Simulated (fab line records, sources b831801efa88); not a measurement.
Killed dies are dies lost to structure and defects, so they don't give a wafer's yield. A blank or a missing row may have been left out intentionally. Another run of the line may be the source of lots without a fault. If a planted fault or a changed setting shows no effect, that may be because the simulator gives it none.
Chamber matching || flow gf180mcu || cmp-01 running GF_V1_CMP_26: 4 sister chambers
The step polishes, stops on SiO2, t overpolish 15 s, target thk 0 nm. 33 wafers are shown with their chamber, then 12 later ones without.

== EACH WAFER AND ITS CHAMBER ==
{"wafer": "L074.2", "chamber": 3, "motor current A (A)": 11.7, "time to endpoint s (s)": 82, "edge zone pressure frac": 0.997}
{"wafer": "L074.3", "chamber": 0, "motor current A (A)": 13.8, "time to endpoint s (s)": 93, "edge zone pressure frac": 1.000}
{"wafer": "L074.4", "chamber": 2, "motor current A (A)": 12.3, "time to endpoint s (s)": 90, "edge zone pressure frac": 1.005}
{"wafer": "L075.2", "chamber": 0, "motor current A (A)": 14.3, "time to endpoint s (s)": 90, "edge zone pressure frac": 0.993}
{"wafer": "L075.5", "chamber": 3, "motor current A (A)": 11.0, "time to endpoint s (s)": 78, "edge zone pressure frac": 1.002}
{"wafer": "L075.6", "chamber": 0, "motor current A (A)": 13.3, "time to endpoint s (s)": 89, "edge zone pressure frac": 0.987}
{"wafer": "L076.1", "chamber": 3, "motor current A (A)": 11.6, "time to endpoint s (s)": 80, "edge zone pressure frac": 0.998}
{"wafer": "L076.3", "chamber": 2, "motor current A (A)": 12.6, "time to endpoint s (s)": 87, "edge zone pressure frac": 1.002}
{"wafer": "L076.6", "chamber": 2, "motor current A (A)": 13.4, "time to endpoint s (s)": 85, "edge zone pressure frac": 0.998}
{"wafer": "L081.1", "chamber": 3, "motor current A (A)": 11.9, "time to endpoint s (s)": 75, "edge zone pressure frac": 1.002}
{"wafer": "L081.3", "chamber": 0, "motor current A (A)": 14.1, "time to endpoint s (s)": 88, "edge zone pressure frac": 1.002}
{"wafer": "L081.6", "chamber": 3, "motor current A (A)": 11.1, "time to endpoint s (s)": 79, "edge zone pressure frac": 0.998}
{"wafer": "L084.1", "chamber": 3, "motor current A (A)": 10.6, "time to endpoint s (s)": 79, "edge zone pressure frac": 0.991}
{"wafer": "L084.2", "chamber": 0, "motor current A (A)": 13.8, "time to endpoint s (s)": 90, "edge zone pressure frac": 0.996}
{"wafer": "L084.3", "chamber": 2, "motor current A (A)": 12.2, "time to endpoint s (s)": 85, "edge zone pressure frac": 0.996}
{"wafer": "L085.4", "chamber": 3, "motor current A (A)": 11.3, "time to endpoint s (s)": 77, "edge zone pressure frac": 0.996}
{"wafer": "L085.5", "chamber": 1, "motor current A (A)": 11.3, "time to endpoint s (s)": 87, "edge zone pressure frac": 0.991}
{"wafer": "L085.6", "chamber": 0, "motor current A (A)": 14.4, "time to endpoint s (s)": 89, "edge zone pressure frac": 0.998}
{"wafer": "L086.1", "chamber": 2, "motor current A (A)": 12.6, "time to endpoint s (s)": 79, "edge zone pressure frac": 1.002}
{"wafer": "L086.4", "chamber": 0, "motor current A (A)": 13.8, "time to endpoint s (s)": 90, "edge zone pressure frac": 1.001}
{"wafer": "L086.5", "chamber": 1, "motor current A (A)": 12.0, "time to endpoint s (s)": 83, "edge zone pressure frac": 1.008}
{"wafer": "L088.1", "chamber": 2, "motor current A (A)": 12.8, "time to endpoint s (s)": 75, "edge zone pressure frac": 1.008}
{"wafer": "L088.2", "chamber": 1, "motor current A (A)": 12.0, "time to endpoint s (s)": 85, "edge zone pressure frac": 1.004}
{"wafer": "L088.5", "chamber": 1, "motor current A (A)": 11.7, "time to endpoint s (s)": 82, "edge zone pressure frac": 1.000}
{"wafer": "L089.1", "chamber": 0, "motor current A (A)": 13.3, "time to endpoint s (s)": 86, "edge zone pressure frac": 1.004}
{"wafer": "L089.5", "chamber": 3, "motor current A (A)": 11.3, "time to endpoint s (s)": 76, "edge zone pressure frac": 0.999}
{"wafer": "L089.6", "chamber": 2, "motor current A (A)": 12.2, "time to endpoint s (s)": 83, "edge zone pressure frac": 0.995}
{"wafer": "L090.2", "chamber": 3, "motor current A (A)": 11.4, "time to endpoint s (s)": 73, "edge zone pressure frac": 0.990}
{"wafer": "L090.3", "chamber": 0, "motor current A (A)": 13.5, "time to endpoint s (s)": 89, "edge zone pressure frac": 0.996}
{"wafer": "L090.4", "chamber": 2, "motor current A (A)": 12.5, "time to endpoint s (s)": 80, "edge zone pressure frac": 0.990}
{"wafer": "L091.2", "chamber": 2, "motor current A (A)": 12.1, "time to endpoint s (s)": 78, "edge zone pressure frac": 1.005}
{"wafer": "L091.3", "chamber": 1, "motor current A (A)": 12.0, "time to endpoint s (s)": 83, "edge zone pressure frac": 1.005}
{"wafer": "L091.6", "chamber": 1, "motor current A (A)": 11.5, "time to endpoint s (s)": 83, "edge zone pressure frac": 1.007}

SIGNATURES, as means of the wafers listed above
{"reading": "motor current A", "chamber 0": 13.811, "chamber 1": 11.750, "chamber 2": 12.522, "chamber 3": 11.322, "scatter within a chamber": 0.384}
{"reading": "time to endpoint s", "chamber 0": 89.33, "chamber 1": 83.83, "chamber 2": 82.44, "chamber 3": 77.67, "scatter within a chamber": 3.16}
{"reading": "edge zone pressure frac", "chamber 0": 0.99744, "chamber 1": 1.00250, "chamber 2": 1.00011, "chamber 3": 0.99700, "scatter within a chamber": 0.00533}
Rule: a wafer lies at a distance from a chamber equal to the root of the sum of squares, over the readings, of (its reading less the chamber's mean, divided by the reading's scatter). The wafer belongs to the nearest chamber; if the next one is less than 2 further off, it can't be placed. The scatter: the root of (the sum of the squares of (reading less its chamber's mean) over the shown wafers, divided by (wafers less chambers)).

== WAFERS MISSING THEIR CHAMBER ==
{"wafer": "L092.1", "motor current A (A)": 11.7, "time to endpoint s (s)": 85, "edge zone pressure frac": 1.007}
{"wafer": "L092.3", "motor current A (A)": 14.0, "time to endpoint s (s)": 92, "edge zone pressure frac": 0.997}
{"wafer": "L092.4", "motor current A (A)": 11.1, "time to endpoint s (s)": 77, "edge zone pressure frac": 0.996}
{"wafer": "L093.1", "motor current A (A)": 12.7, "time to endpoint s (s)": 79, "edge zone pressure frac": 0.997}
{"wafer": "L093.3", "motor current A (A)": 10.5, "time to endpoint s (s)": 75, "edge zone pressure frac": 1.003}
{"wafer": "L093.6", "motor current A (A)": 11.4, "time to endpoint s (s)": 84, "edge zone pressure frac": 1.001}
{"wafer": "L094.1", "motor current A (A)": 10.9, "time to endpoint s (s)": 82, "edge zone pressure frac": 1.005}
{"wafer": "L094.3", "motor current A (A)": 13.0, "time to endpoint s (s)": 86, "edge zone pressure frac": 1.000}
{"wafer": "L094.6", "motor current A (A)": 11.3, "time to endpoint s (s)": 74, "edge zone pressure frac": 1.004}
{"wafer": "L097.3", "motor current A (A)": 13.1, "time to endpoint s (s)": 84, "edge zone pressure frac": 1.000}
{"wafer": "L097.5", "motor current A (A)": 11.3, "time to endpoint s (s)": 82, "edge zone pressure frac": 1.002}
{"wafer": "L097.6", "motor current A (A)": 13.0, "time to endpoint s (s)": 84, "edge zone pressure frac": 0.999}

== CHAMBER TAKEN BY EACH ==
{"wafer": "L092.1", "from the rows above": "can't be placed: 1 or 2", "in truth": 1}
{"wafer": "L092.3", "from the rows above": 0, "in truth": 0}
{"wafer": "L092.4", "from the rows above": 3, "in truth": 3}
{"wafer": "L093.1", "from the rows above": "can't be placed: 2 or 1", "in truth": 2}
{"wafer": "L093.3", "from the rows above": "can't be placed: 3 or 1", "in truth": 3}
{"wafer": "L093.6", "from the rows above": "can't be placed: 1 or 3", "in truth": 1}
{"wafer": "L094.1", "from the rows above": "can't be placed: 3 or 1", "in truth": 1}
{"wafer": "L094.3", "from the rows above": "can't be placed: 2 or 0 or 1", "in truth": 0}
{"wafer": "L094.6", "from the rows above": "can't be placed: 3 or 1", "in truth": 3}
{"wafer": "L097.3", "from the rows above": "can't be placed: 2 or 0 or 1", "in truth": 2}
{"wafer": "L097.5", "from the rows above": "can't be placed: 1 or 3 or 2", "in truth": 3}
{"wafer": "L097.6", "from the rows above": "can't be placed: 2 or 0 or 1", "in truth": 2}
Correct placement for 2 of the 12. Cannot be placed on the basis of these rows: 10; the candidates contain the true chamber in 10. 0 placed wrongly.
